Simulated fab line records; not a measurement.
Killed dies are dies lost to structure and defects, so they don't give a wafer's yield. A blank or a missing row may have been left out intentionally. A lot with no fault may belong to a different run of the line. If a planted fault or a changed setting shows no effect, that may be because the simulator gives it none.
fab line records | flow sky130
record lots=12 | wafers=36 | lastDay=50
route steps=708 shown SONOS_TUNNEL@161 POLY_GATE@230 LDD_N@251 PAD_OPEN@708
lots that met no fault: from a run of the same line without faults
startH: the number of hours between the record's first day and the start of the first shown wafer of the lot | waitH: hours from the lot's prior step to this one | " identical to the entry in the row above | L1.1+2: several wafers, shown together as one row | - no value, or no start was given | * or withheld: withheld | < > ~ a bound
route shown NAME@n: names a module that has steps shown in the file, with the first one's number in the route | usual: mean/standard deviation taken from wafers without a fault | same: alike in all rows | chamber/n: place in a boat | sites: each site's reading | _std_site: standard deviation across them | _edge_site: the outer-site mean with the inner-site mean subtracted | radiusMm: how far each site lies from the wafer's centre | mask NAME#n: copy n | behind: the last tool/chamber to shape the wafer | hold: cause of the lot's hold/its duration in hours/its outcome | device: the transistor (n, p or np) that didn't switch | end of line: the tests these same wafers got at the end of their route | step lacking rows: just its recipe | killed: count of dies lost to structure and defects at first sort (not the wafer's yield) | map: dies across one wafer; x = killed, . = not, _ = none there
set.NAME: the setting that was run; set.NAME@STEP: the one run at that earlier step | model.NAME: the simulator's own value behind a step, which no gauge read
one table for each step of the route and one row for each wafer, over a sample of lots
services: from which hour (startH, from the record's first day; less than 0 if before it) a tool's chamber was out of use, for how many hours, and why
## steps
# step SKY_SONOS_TUNNEL_CD_MEAS_07
# recipe targetCdNm=410
# usual cdNm=409.7/1.9
lot.wafer | tool     | chamber | startH | waitH | cdNm
L230.2    | cdSem-02 | -       | 255.45 | 0.1   | 408.1
L230.3    | "        | -       | "      | "     | 407.0
L230.4    | "        | -       | "      | "     | 406.8
L231.4    | cdSem-01 | -       | 259.39 | 0.1   | 409.3
L231.5    | "        | -       | "      | "     | 411.2
L231.6    | "        | -       | "      | "     | 411.1
L233.1    | cdSem-01 | -       | 272.07 | 0.1   | 409.7
L233.2    | "        | -       | "      | "     | 408.8
L233.5    | "        | -       | "      | "     | 409.0
L236.1    | cdSem-01 | -       | 298.87 | 0.1   | 411.5
L236.3    | "        | -       | "      | "     | 409.4
L236.6    | "        | -       | "      | "     | 408.1
L239.1    | cdSem-01 | -       | 318.12 | 0.1   | 412.7
L239.2    | "        | -       | "      | "     | 412.3
L239.3    | "        | -       | "      | "     | 409.8
L243.3    | cdSem-02 | -       | 349.02 | 0.1   | 409.5
L243.4    | "        | -       | "      | "     | 410.2
L243.6    | "        | -       | "      | "     | 413.7
L246.1    | cdSem-02 | -       | 384.52 | 0.1   | 410.1
L246.5    | "        | -       | "      | "     | 407.6
L246.6    | "        | -       | "      | "     | 408.4
L248.1    | cdSem-02 | -       | 398.17 | 0.1   | 410.7
L248.4    | "        | -       | "      | "     | 410.3
L248.5    | "        | -       | "      | "     | 407.2
L250.1    | cdSem-01 | -       | 407.92 | 0.1   | 407.0
L250.3    | "        | -       | "      | "     | 410.6
L250.4    | "        | -       | "      | "     | 408.9
L251.1    | cdSem-01 | -       | 422.92 | 0.1   | 408.6
L251.3    | "        | -       | "      | "     | 409.4
L251.6    | "        | -       | "      | "     | 407.2
L252.1    | cdSem-01 | -       | 437.02 | 0.1   | 408.6
L252.2    | "        | -       | "      | "     | 409.5
L252.3    | "        | -       | "      | "     | 408.6
L253.3    | cdSem-02 | -       | 448.01 | 0.1   | 412.5
L253.4    | "        | -       | "      | "     | 412.4
L253.6    | "        | -       | "      | "     | 411.2
# step SKY_POLY_GATE_ETCH_16
# recipe stopOn=poly-Si | chemistry=CH3F/O2 | target=Si3N4 | sourceW=400 | biasW=80 | pressureMtorr=25 | ch3fFlowSccm=40 | O2_flow_sccm=30 | timeS=147.5 | targetDepthA=750
# usual biasW=79.97/0.25 | drypumpMotorCurrentA=5.7/0.45 | oesProductAu=0.640/0.0053 | throttleValvePct=10.534/0.0097
lot.wafer | tool       | chamber | startH | waitH | biasW | drypumpMotorCurrentA | oesProductAu | rfHoursCounterH | throttleValvePct
L231.4    | rieDiel-01 | 1       | 385.91 | 0.0   | 79.65 | 5.2                  | 0.647        | -               | 10.542
L231.5    | "          | 0       | "      | "     | 80.24 | 5.8                  | 0.635        | -               | 10.540
L231.6    | "          | 3       | "      | "     | 80.06 | 5.0                  | 0.641        | -               | 10.536
L230.2    | rieDiel-04 | 0       | 386.21 | 0.0   | 79.63 | 5.8                  | 0.638        | 4               | 10.533
L230.3    | "          | 3       | "      | "     | 79.78 | 5.8                  | 0.639        | 83              | 10.530
L230.4    | "          | 2       | "      | "     | 79.91 | 5.9                  | 0.639        | 43              | 10.536
L233.1    | rieDiel-02 | 2       | 400.26 | 0.0   | 79.79 | 5.9                  | 0.642        | 49              | 10.515
L233.2    | "          | 1       | "      | "     | 79.91 | 6.6                  | 0.631        | 95              | 10.534
L233.5    | "          | 2       | "      | "     | 79.74 | 5.9                  | 0.636        | -               | 10.537
L236.1    | rieDiel-02 | 2       | 427.96 | 0.0   | 80.20 | 5.8                  | 0.629        | 49              | 10.541
L236.3    | "          | 1       | "      | "     | 80.06 | 6.6                  | 0.633        | 96              | 10.515
L236.6    | "          | 1       | "      | "     | 79.89 | 6.6                  | 0.635        | -               | 10.525
L239.1    | rieDiel-01 | 2       | 452.22 | 0.0   | 80.26 | 5.2                  | 0.641        | 0               | 10.519
L239.2    | "          | 1       | "      | "     | 79.94 | 5.2                  | 0.638        | 2               | 10.532
L239.3    | "          | 3       | "      | "     | 79.96 | 5.1                  | 0.635        | 10              | 10.531
L243.3    | rieDiel-02 | 1       | 483.51 | 0.1   | 80.03 | 6.6                  | 0.646        | -               | 10.534
L243.4    | "          | 2       | "      | "     | 80.11 | 5.8                  | 0.639        | -               | 10.542
L243.6    | "          | 1       | "      | "     | 79.90 | 6.6                  | 0.631        | -               | 10.533
L246.1    | rieDiel-04 | 1       | 523.56 | 0.0   | 80.23 | 5.1                  | 0.651        | 10              | 10.542
L246.5    | "          | 3       | "      | "     | 79.86 | 5.9                  | 0.632        | -               | 10.523
L246.6    | "          | 0       | "      | "     | 79.91 | 5.8                  | 0.640        | -               | 10.517
L248.1    | rieDiel-01 | 3       | 534.36 | 0.0   | 80.41 | 5.0                  | 0.646        | 11              | 10.526
L248.4    | "          | 2       | "      | "     | 79.79 | 5.3                  | 0.643        | 2               | 10.542
L248.5    | "          | 2       | "      | "     | 79.77 | 5.3                  | 0.641        | -               | 10.538
L250.1    | rieDiel-04 | 1       | 542.51 | 0.0   | 79.83 | 5.1                  | 0.637        | 10              | 10.531
L250.3    | "          | 2       | "      | "     | 80.17 | 5.8                  | 0.639        | 46              | 10.542
L250.4    | "          | 0       | "      | "     | 79.89 | 5.8                  | 0.640        | -               | 10.534
L251.1    | rieDiel-04 | 0       | 560.41 | 0.0   | 79.69 | 5.8                  | 0.631        | 8               | 10.523
L251.3    | "          | 2       | "      | "     | 79.98 | 5.8                  | 0.637        | 47              | 10.540
L251.6    | "          | 0       | "      | "     | 79.50 | 5.8                  | 0.637        | -               | 10.552
L252.1    | rieDiel-02 | 3       | 569.27 | 0.0   | 79.86 | 6.2                  | 0.648        | 4               | 10.543
L252.2    | "          | 2       | "      | "     | 80.12 | 5.8                  | 0.649        | 52              | 10.537
L252.3    | "          | 1       | "      | "     | 79.86 | 6.6                  | 0.645        | 1               | 10.527
L253.3    | rieDiel-02 | 2       | 580.71 | 0.0   | 80.14 | 5.8                  | 0.646        | 52              | 10.540
L253.4    | "          | 3       | "      | "     | 80.30 | 6.1                  | 0.648        | 5               | 10.534
L253.6    | "          | 0       | "      | "     | 79.63 | 6.2                  | 0.637        | -               | 10.526
# step SKY_POLY_GATE_STRIP_18
# recipe chemistry=O2/N2 | powerW=1400 | pressureMtorr=1500 | platenTempC=withheld | o2FlowSccm=3000 | n2FlowSccm=300 | overashFraction=0.5
# usual drypumpMotorCurrentA=5.73/0.17 | oesProductAu=0.361/0.0047 | stripTimeToEndpointS=3.169/0.029
lot.wafer | tool           | chamber | startH | waitH | drypumpMotorCurrentA | oesProductAu | rfHoursCounterH | stripTimeToEndpointS
L231.4    | plasmaAsher-04 | 0       | 386.05 | 0.0   | 5.75                 | 0.364        | -               | 3.189
L231.5    | "              | 0       | "      | "     | 5.76                 | 0.359        | -               | 3.182
L231.6    | "              | 1       | "      | "     | 5.86                 | 0.364        | -               | 3.210
L230.2    | plasmaAsher-02 | 1       | 386.36 | 0.0   | 5.89                 | 0.361        | 25              | 3.151
L230.3    | "              | 1       | "      | "     | 5.90                 | 0.359        | -               | 3.156
L230.4    | "              | 0       | "      | "     | 5.61                 | 0.367        | -               | 3.181
L233.1    | plasmaAsher-03 | 1       | 400.41 | 0.0   | 5.37                 | 0.355        | 73              | 3.155
L233.2    | "              | 0       | "      | "     | 5.89                 | 0.354        | 73              | 3.131
L233.5    | "              | 0       | "      | "     | 5.87                 | 0.360        | -               | 3.166
L236.1    | plasmaAsher-04 | 0       | 428.11 | 0.0   | 5.75                 | 0.356        | 58              | 3.182
L236.3    | "              | 0       | "      | "     | 5.75                 | 0.365        | -               | 3.159
L236.6    | "              | 1       | "      | "     | 5.89                 | 0.364        | -               | 3.163
L239.1    | plasmaAsher-04 | 0       | 452.38 | 0.0   | 5.77                 | 0.361        | 61              | 3.147
L239.2    | "              | 1       | "      | "     | 5.84                 | 0.363        | 61              | 3.203
L239.3    | "              | 0       | "      | "     | 5.76                 | 0.364        | -               | 3.140
L243.3    | plasmaAsher-02 | 1       | 483.70 | 0.1   | 5.88                 | 0.354        | -               | 3.131
L243.4    | "              | 0       | "      | "     | 5.61                 | 0.360        | -               | 3.202
L243.6    | "              | 1       | "      | "     | 5.88                 | 0.368        | -               | 3.152
L246.1    | plasmaAsher-03 | 0       | 523.71 | 0.0   | 5.87                 | 0.351        | 85              | 3.178
L246.5    | "              | 1       | "      | "     | 5.40                 | 0.358        | -               | 3.188
L246.6    | "              | 0       | "      | "     | 5.90                 | 0.356        | -               | 3.168
L248.1    | plasmaAsher-02 | 0       | 534.51 | 0.0   | 5.61                 | 0.359        | 40              | 3.144
L248.4    | "              | 1       | "      | "     | 5.87                 | 0.368        | -               | 3.133
L248.5    | "              | 0       | "      | "     | 5.60                 | 0.355        | -               | 3.147
L250.1    | plasmaAsher-02 | 0       | 542.66 | 0.0   | 5.61                 | 0.362        | 41              | 3.168
L250.3    | "              | 1       | "      | "     | 5.86                 | 0.362        | -               | 3.188
L250.4    | "              | 0       | "      | "     | 5.61                 | 0.366        | -               | 3.149
L251.1    | plasmaAsher-04 | 0       | 560.56 | 0.0   | 5.74                 | 0.365        | 72              | 3.115
L251.3    | "              | 0       | "      | "     | 5.74                 | 0.356        | -               | 3.121
L251.6    | "              | 1       | "      | "     | 5.90                 | 0.363        | -               | 3.157
L252.1    | plasmaAsher-03 | 1       | 569.42 | 0.0   | 5.43                 | 0.366        | 89              | 3.180
L252.2    | "              | 0       | "      | "     | 5.90                 | 0.354        | 89              | 3.178
L252.3    | "              | 1       | "      | "     | 5.42                 | 0.365        | -               | 3.168
L253.3    | plasmaAsher-02 | 0       | 580.89 | 0.1   | 5.60                 | 0.364        | -               | 3.140
L253.4    | "              | 1       | "      | "     | 5.86                 | 0.364        | -               | 3.132
L253.6    | "              | 1       | "      | "     | 5.88                 | 0.362        | -               | 3.135
# step SKY_LDD_N_IMPLANT_14
# recipe species=BF2 | energyKev=50 | doseCm2=5e+12 | tiltDeg=30 | rotationDeg=180
# usual beamEnergyKeV=50.006/0.015
lot.wafer | tool         | chamber | startH | waitH | beamEnergyKeV
L231.4    | implanter-01 | 0       | 419.13 | 0.1   | 49.993
L231.5    | "            | 0       | "      | "     | 49.997
L231.6    | "            | 0       | "      | "     | 49.996
L230.2    | implanter-03 | 0       | 419.48 | 0.1   | 49.994
L230.3    | "            | 0       | "      | "     | 49.994
L230.4    | "            | 0       | "      | "     | 50.007
L233.1    | implanter-04 | 0       | 433.85 | 0.1   | 49.993
L233.2    | "            | 0       | "      | "     | 50.014
L233.5    | "            | 0       | "      | "     | 50.029
L236.1    | implanter-04 | 0       | 462.45 | 0.1   | 48.466
L236.3    | "            | 0       | "      | "     | 48.461
L236.6    | "            | 0       | "      | "     | 48.477
L239.1    | implanter-04 | 0       | 485.11 | 0.1   | 48.481
L239.2    | "            | 0       | "      | "     | 48.486
L239.3    | "            | 0       | "      | "     | 48.490
L243.3    | implanter-01 | 0       | 516.82 | 0.1   | 49.991
L243.4    | "            | 0       | "      | "     | 49.996
L243.6    | "            | 0       | "      | "     | 49.992
L246.1    | implanter-04 | 0       | 556.60 | 0.1   | 50.002
L246.5    | "            | 0       | "      | "     | 50.004
L246.6    | "            | 0       | "      | "     | 50.002
L248.1    | implanter-04 | 0       | 566.60 | 0.1   | 50.026
L248.4    | "            | 0       | "      | "     | 50.038
L248.5    | "            | 0       | "      | "     | 50.033
L250.1    | implanter-01 | 0       | 575.05 | 0.1   | 50.017
L250.3    | "            | 0       | "      | "     | 50.029
L250.4    | "            | 0       | "      | "     | 50.016
L251.1    | implanter-04 | 0       | 592.41 | 0.1   | 50.014
L251.3    | "            | 0       | "      | "     | 50.009
L251.6    | "            | 0       | "      | "     | 49.998
L252.1    | implanter-03 | 0       | 600.80 | 0.1   | 50.031
L252.2    | "            | 0       | "      | "     | 50.013
L252.3    | "            | 0       | "      | "     | 50.023
L253.3    | implanter-03 | 0       | 612.40 | 0.1   | 49.989
L253.4    | "            | 0       | "      | "     | 49.989
L253.6    | "            | 0       | "      | "     | 50.011
# step SKY_PAD_OPEN_PROBE_99
# usual killed_at_M0_to_M3=44/7 | killed_at_M4_up=3.4/1.7 | killedAtContacts=24/4.9 | killedAtFrontEnd=15/4.5 | killedAtOther=0.4/0.61 | killedDies=86/9.7 | killedOpen=47/7.1 | killedShort=39/6.1
# same grossDies=492 | killedAtBackSide=0
lot.wafer | tool      | chamber | startH  | waitH | killed_at_M0_to_M3 | killed_at_M4_up | killedAtContacts | killedAtFrontEnd | killedAtOther | killedDies | killedOpen | killedShort
L239.1    | prober-01 | -       | 1132.25 | 0.1   | 41                 | 3               | 19               | 19               | 2             | 84         | 42         | 41
L239.2    | prober-01 | -       | 1132.30 | 0.1   | 55                 | 2               | 20               | 22               | 1             | 100        | 51         | 48
L239.3    | prober-01 | -       | 1132.35 | 0.2   | 41                 | 7               | 23               | 12               | 0             | 83         | 44         | 39
L243.3    | prober-01 | -       | 1153.53 | 0.2   | 38                 | 2               | 25               | 16               | 0             | 81         | 42         | 39
L243.4    | prober-01 | -       | 1153.58 | 0.2   | 45                 | 3               | 22               | 19               | 0             | 89         | 47         | 42
L243.6    | prober-01 | -       | 1153.68 | 0.2   | 44                 | 6               | 29               | 4                | 0             | 83         | 50         | 33
L253.3    | prober-01 | -       | 1207.79 | 0.2   | 41                 | 2               | 19               | 14               | 0             | 76         | 40         | 36
L253.4    | prober-01 | -       | 1207.84 | 0.2   | 48                 | 3               | 14               | 18               | 0             | 83         | 36         | 47
L253.6    | prober-01 | -       | 1207.94 | 0.2   | 37                 | 2               | 24               | 17               | 0             | 80         | 43         | 35
# killed by level:class
L239.1 POLY_GATE:geometricParticle:open=8 FIELD_ISO:geometricParticle:open=7 VIA3:geometricParticle:short=7 CONTACT:geometricParticle:short=6 CONTACT:geometricParticle:open=6 METAL1:geometricParticle:short=6 VIA3:geometricParticle:open=6 METAL2:geometricParticle:short=5
L239.2 CONTACT:geometricParticle:open=12 METAL2:geometricParticle:short=10 FIELD_ISO:geometricParticle:short=7 FIELD_ISO:geometricParticle:open=7 VIA3:geometricParticle:open=7 METAL1:geometricParticle:short=7 VIA2:geometricParticle:open=7 CONTACT:geometricParticle:short=5
L239.3 VIA1:geometricParticle:open=11 CONTACT:geometricParticle:open=8 VIA3:geometricParticle:open=8 VIA1:geometricParticle:short=6 CONTACT:geometricParticle:short=5 METAL4:geometricParticle:short=5 FIELD_ISO:geometricParticle:short=4 FIELD_ISO:geometricParticle:open=4
L243.3 VIA2:geometricParticle:open=8 LOCAL_INTERCONNECT:geometricParticle:short=7 VIA1:geometricParticle:open=6 POLY_GATE:geometricParticle:open=5 CONTACT:geometricParticle:short=5 CONTACT:geometricParticle:open=5 METAL1:geometricParticle:short=5 SPACER:geometricParticle:open=4
L243.4 VIA2:geometricParticle:open=9 FIELD_ISO:geometricParticle:open=7 VIA1:geometricParticle:open=7 LOCAL_INTERCONNECT:geometricParticle:short=6 CONTACT:geometricParticle:open=6 VIA3:geometricParticle:open=6 METAL1:geometricParticle:short=5 METAL3:geometricParticle:short=5
L243.6 VIA1:geometricParticle:open=13 CONTACT:geometricParticle:open=12 VIA2:geometricParticle:open=10 CONTACT:geometricParticle:short=7 VIA3:geometricParticle:open=7 METAL4:geometricParticle:short=6 LI_CONTACT:geometricParticle:open=4 LOCAL_INTERCONNECT:geometricParticle:short=4
L253.3 VIA1:geometricParticle:open=13 METAL2:geometricParticle:short=7 CONTACT:geometricParticle:open=6 POLY_GATE:geometricParticle:short=5 LI_CONTACT:geometricParticle:open=5 VIA2:geometricParticle:open=5 FIELD_ISO:geometricParticle:short=4 LOCAL_INTERCONNECT:geometricParticle:short=4
L253.4 VIA1:geometricParticle:open=10 POLY_GATE:geometricParticle:short=9 VIA1:geometricParticle:short=9 VIA3:geometricParticle:open=7 VIA2:geometricParticle:short=6 POLY_GATE:geometricParticle:open=5 LI_CONTACT:geometricParticle:open=5 METAL2:geometricParticle:short=5
L253.6 VIA1:geometricParticle:open=10 LI_CONTACT:geometricParticle:open=7 CONTACT:geometricParticle:open=7 METAL1:geometricParticle:short=6 VIA3:geometricParticle:open=5 LI_CONTACT:geometricParticle:short=4 VIA1:geometricParticle:short=4 VIA3:geometricParticle:short=4
## services
tool           | chamber | startH | hours | kind
rieDiel-01     | 2       | 365.70 | 23.5  | repair
implanter-04   | -       | 387.66 | 5.3   | pm
implanter-03   | -       | 391.08 | 1.5   | repair
implanter-01   | -       | 409.69 | 1.7   | repair
implanter-01   | -       | 431.53 | 6.0   | repair
implanter-01   | -       | 433.84 | 0.5   | repair
rieDiel-04     | -       | 436.82 | 0.5   | repair
plasmaAsher-02 | -       | 442.21 | 5.1   | repair
rieDiel-02     | 3       | 446.20 | 7.8   | repair
rieDiel-02     | 1       | 455.81 | 5.3   | repair
implanter-03   | -       | 460.91 | 4.2   | pm
rieDiel-01     | 3       | 461.56 | 8.5   | repair
rieDiel-01     | -       | 468.69 | 15.6  | pm
rieDiel-02     | 3       | 472.72 | 31.2  | repair
plasmaAsher-03 | -       | 473.34 | 3.1   | repair
rieDiel-02     | 0       | 478.08 | 9.5   | repair
implanter-04   | -       | 492.69 | 3.7   | repair
plasmaAsher-03 | -       | 496.19 | 4.5   | repair
rieDiel-02     | 1       | 503.92 | -     | clean
rieDiel-01     | 0       | 509.61 | 2.5   | repair
rieDiel-04     | -       | 543.84 | 2.8   | pm
rieDiel-04     | -       | 547.48 | 1.2   | repair
implanter-03   | -       | 558.94 | 0.9   | repair
implanter-04   | -       | 603.27 | 1.2   | repair
## key
firstSign step=SKY_LDD_N_IMPLANT_14 | reading=beamEnergyKeV | direction=down | sigmas=99+ | usual=* | struck=*
effect none on later readings
metAt SKY_LDD_N_IMPLANT_14
struckLots L236,L239
testerLeftOut L236,L239
notActingAt SKY_SONOS_TUNNEL_CD_MEAS_07,SKY_POLY_GATE_ETCH_16,SKY_POLY_GATE_STRIP_18
onsetBetween 433.85 462.45
fault kind=processParameterDrift | tool=implanter-04 | chamber=- | onsetH=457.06 | steps=SKY_LDD_N_IMPLANT_14 | channel=energyKev | offset=* | shape=step | endH=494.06 | actsIn=* | stated=*
# testerLeftOut: of these lots the tester's yield and bins aren't shown, on N5 and GAA mostly nor the transistor test; their killed dies are dies lost to structure and defects alone, not to doping, threshold or leakage, so they don't give the yield
